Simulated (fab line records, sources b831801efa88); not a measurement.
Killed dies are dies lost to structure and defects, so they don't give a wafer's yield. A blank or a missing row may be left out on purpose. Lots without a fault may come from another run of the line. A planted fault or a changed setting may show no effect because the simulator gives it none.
A struck lot beside a sound one | flow gf180mcu | 28 steps out of a route of 602
Sound: wafers L681.2, L681.4, L681.5. Struck: wafers L684.2, L684.5. (L684.3 of the same lot was not struck and is left out.) The cause comes at the end.
At each step with rows: each side's tool, then ch and its chambers, then its first start. Under that, the readings that differ: sound wafers | struck wafers | difference of the means | sigmas: that difference in standard deviations of wafers without a fault.
alike: readings whose means differ by less than 2 such deviations, and words and numbers that are the same on both sides. not compared: withheld readings, readings that some wafer has no value for, bounds like >300 that may hide the same value, and numbers for which the record gives no deviation and whose values overlap.
The two part at a step that has a row with sigmas, a row that says differs or no value, or rows on one side only. Numbers that don't overlap but have no deviation are shown without sigmas and don't part them. A reading that every wafer of one side lacks parts them only if that side has two wafers or more.

first, 8 steps without rows for these wafers: GF_M2_PEB_12 (peb time 90 s); GF_M2_DEVELOP_13 (develop time 60 s); GF_M2_METAL_ETCH_16 (etches the open film in Cl2/BCl3, stops on SiO2, target depth 627.5 nm, time 104.6 s); GF_M2_STRIP_17 (strips in O2/N2); GF_M2_STRIP_18 (strips in post etch residue remover, time 1200 s); GF_M2_CLEAN_19 (cleans in DIW); GF_V2_CVD_00 (deposits SiO2, target thk 600 nm, time 100 s); GF_V2_CVD_02 (deposits SiO2 from TEOS, target thk 850 nm, time 94.851 s).
GF_V2_CMP_04: polishes SiO2.
  sound on cmp-01 ch 2,3, day 23 03:31; struck on cmp-01 ch 0, day 24 04:53
  reading                             | sound             | struck      | difference | sigmas
  motor_current_A (A)                 | 13.1 11.1 13.2    | 10.2 9.4    | -2.7       | -2
  time_to_endpoint_s (s)              | 85 76 88          | 111 119     | +32        | +4
  model.SiO2_of_V2_CVD_02.thk_nm (nm) | 633.8 631.8 634.1 | 707.1 712.2 | +76.4      |
  alike: retaining_ring_pressure_frac, slurry_flow_ml_min
then, 9 steps without rows for these wafers: GF_V2_DEHYDRATE_06 (time 60 s); GF_V2_HMDS_07 (prime time 60 s); GF_V2_COAT_08; GF_V2_COAT_09 (resist thk 1000 nm); GF_V2_SOFTBAKE_10 (time 60 s); GF_V2_EXPOSE_11 (exposes mask Via2, target cd 260 nm); GF_V2_PEB_12 (peb time 90 s); GF_V2_DEVELOP_13 (develop time 60 s); GF_V2_ETCH_16 (etches BARC in N2/H2).
GF_V2_ETCH_17: etches SiO2 in C4F8/O2/Ar, stops on TiN, target depth 630 nm.
  sound on rie_diel-02 ch 0,1; struck on rie_diel-02 ch 2,3
  reading                        | sound             | struck      | difference | sigmas
  oes_product_au (a.u.)          | 0.845 0.849 0.855 | 0.907 0.919 | +0.063     | +14
  model.etch.depth_nm (nm)       | 633.8 631.8 634.1 | 707.1 712.2 | +76.4      |
  model.V2.feature_depth_nm (nm) | 633.8 631.8 634.1 | 707.1 712.2 | +76.4      |
then, 6 steps without rows for these wafers: GF_V2_STRIP_18 (strips in O2/N2); GF_V2_STRIP_19 (strips in post etch residue remover, time 1200 s); GF_V2_CLEAN_20 (cleans in DIW); GF_V2_SPUTTER_21 (material Ti, target thk 15 nm, time 80.02 s); GF_V2_SPUTTER_22 (material TiN, target thk 10 nm, time 40 s); GF_V2_CVD_23 (deposits W, target thk 350 nm, time 104.94 s).
GF_V2_CMP_26: polishes, stops on SiO2, t overpolish 15 s, target thk 0 nm.
  sound on cmp-02 ch 0,2,3, day 24 04:46; struck on cmp-01 ch 1,3, day 25 04:50
  reading                             | sound           | struck      | difference | sigmas
  model.SiO2_of_V2_CVD_02.thk_nm (nm) | 630.1 628 630.3 | 703.3 708.4 | +76.4      |
  alike: motor_current_A, retaining_ring_pressure_frac, slurry_flow_ml_min
then, 1 step without rows for these wafers: GF_M3_SPUTTER_00 (material Ti, target thk 37.5 nm, time 150 s).
GF_PASSIVATION_PROBE_99:
  the record has rows for the sound wafers here (prober-01, day 32 03:11) and none for the struck ones

WHERE THEY PART
First at GF_V2_CMP_04; last, within this record, at GF_PASSIVATION_PROBE_99.

WHY: what the simulator had put in
Process parameter drift: cmp-01, from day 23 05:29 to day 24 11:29, at GF_V2_CMP_04. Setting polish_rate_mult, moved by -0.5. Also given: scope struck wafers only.
